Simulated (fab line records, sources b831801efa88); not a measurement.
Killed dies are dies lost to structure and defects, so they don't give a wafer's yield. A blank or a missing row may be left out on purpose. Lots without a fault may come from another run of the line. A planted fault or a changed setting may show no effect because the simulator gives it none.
A struck lot beside a sound one | flow sky130 | 16 steps out of a route of 708
Sound: wafers L287.1, L287.4, L287.6. Struck: wafers L291.3, L291.5, L291.6. The cause comes at the end.
At each step with rows: each side's tool, then ch and its chambers, then its first start. Under that, the readings that differ: sound wafers | struck wafers | difference of the means | sigmas: that difference in standard deviations of wafers without a fault.
alike: readings whose means differ by less than 2 such deviations, and words and numbers that are the same on both sides. not compared: withheld readings, readings that some wafer has no value for, bounds like >300 that may hide the same value, and numbers for which the record gives no deviation and whose values overlap.
The two part at a step that has a row with sigmas, a row that says differs or no value, or rows on one side only. Numbers that don't overlap but have no deviation are shown without sigmas and don't part them. A reading that every wafer of one side lacks parts them only if that side has two wafers or more.

SKY_VT_ADJUST_HVTP_OVL_MEAS_08:
  sound on overlay-02, day 6 16:02; struck on overlay-02, day 7 14:11
  alike: VT_ADJUST_HVTP_OVL
then, 1 step without rows for these wafers: SKY_VT_ADJUST_HVTP_IMPLANT_09.
SKY_VT_ADJUST_HVTP_STRIP_10: strips in O2/N2.
  sound on plasma_asher-03 ch 0,1, day 6 16:13; struck on plasma_asher-04 ch 0,1, day 7 14:24
  alike: drypump_motor_current_A, oes_product_au, strip_time_to_endpoint_s
  not compared: rf_hours_counter_h
SKY_VT_ADJUST_HVTP_TW_MEAS_11:
  sound on film_metro-04, day 6 16:19; struck on film_metro-04, day 7 14:29
  alike: VT_ADJUST_HVTP_TW
then, 7 steps without rows for these wafers: SKY_VT_ADJUST_LVTN_DEHYDRATE_00 (time 60 s); SKY_VT_ADJUST_LVTN_HMDS_01 (prime time 60 s); SKY_VT_ADJUST_LVTN_COAT_02 (resist thk 3000 nm); SKY_VT_ADJUST_LVTN_SOFTBAKE_03; SKY_VT_ADJUST_LVTN_EXPOSE_04 (exposes mask NWM COMPLEMENT LESS NATIVE, target cd 840 nm); SKY_VT_ADJUST_LVTN_PEB_05; SKY_VT_ADJUST_LVTN_DEVELOP_06 (develop time 60 s).
SKY_VT_ADJUST_LVTN_OVL_MEAS_07:
  sound on overlay-02, day 7 11:28; struck on overlay-02, day 8 10:58
  alike: VT_ADJUST_LVTN_OVL
SKY_VT_ADJUST_LVTN_IMPLANT_08:
  sound on implanter-01 ch 0, day 7 11:30; struck on implanter-01, day 8 11:02
  no value came back on the struck wafers for beam_energy_keV, beam_on_s (s); on the sound wafers beam_energy_keV reads 29.998 30.011 29.999
SKY_VT_ADJUST_LVTN_STRIP_09: strips in O2/N2.
  sound on plasma_asher-02 ch 0,1, day 7 11:39; struck on plasma_asher-02 ch 0,1, day 8 11:10
  alike: drypump_motor_current_A, oes_product_au, strip_time_to_endpoint_s
  not compared: rf_hours_counter_h
SKY_VT_ADJUST_LVTN_TW_MEAS_10:
  sound on film_metro-03, day 7 11:45; struck on film_metro-01, day 8 11:15
  reading           | sound             | struck         | difference | sigmas
  VT_ADJUST_LVTN_TW | 241.6 242.3 243.0 | 30.5 30.5 30.5 | -211.8     | -99 or more
then, 1 step without rows for these wafers: SKY_VT_ADJUST_LVTN_DEHYDRATE_11 (time 60 s).

WHERE THEY PART
First at SKY_VT_ADJUST_LVTN_IMPLANT_08; last, within this record, at SKY_VT_ADJUST_LVTN_TW_MEAS_10.

WHY: what the simulator had put in
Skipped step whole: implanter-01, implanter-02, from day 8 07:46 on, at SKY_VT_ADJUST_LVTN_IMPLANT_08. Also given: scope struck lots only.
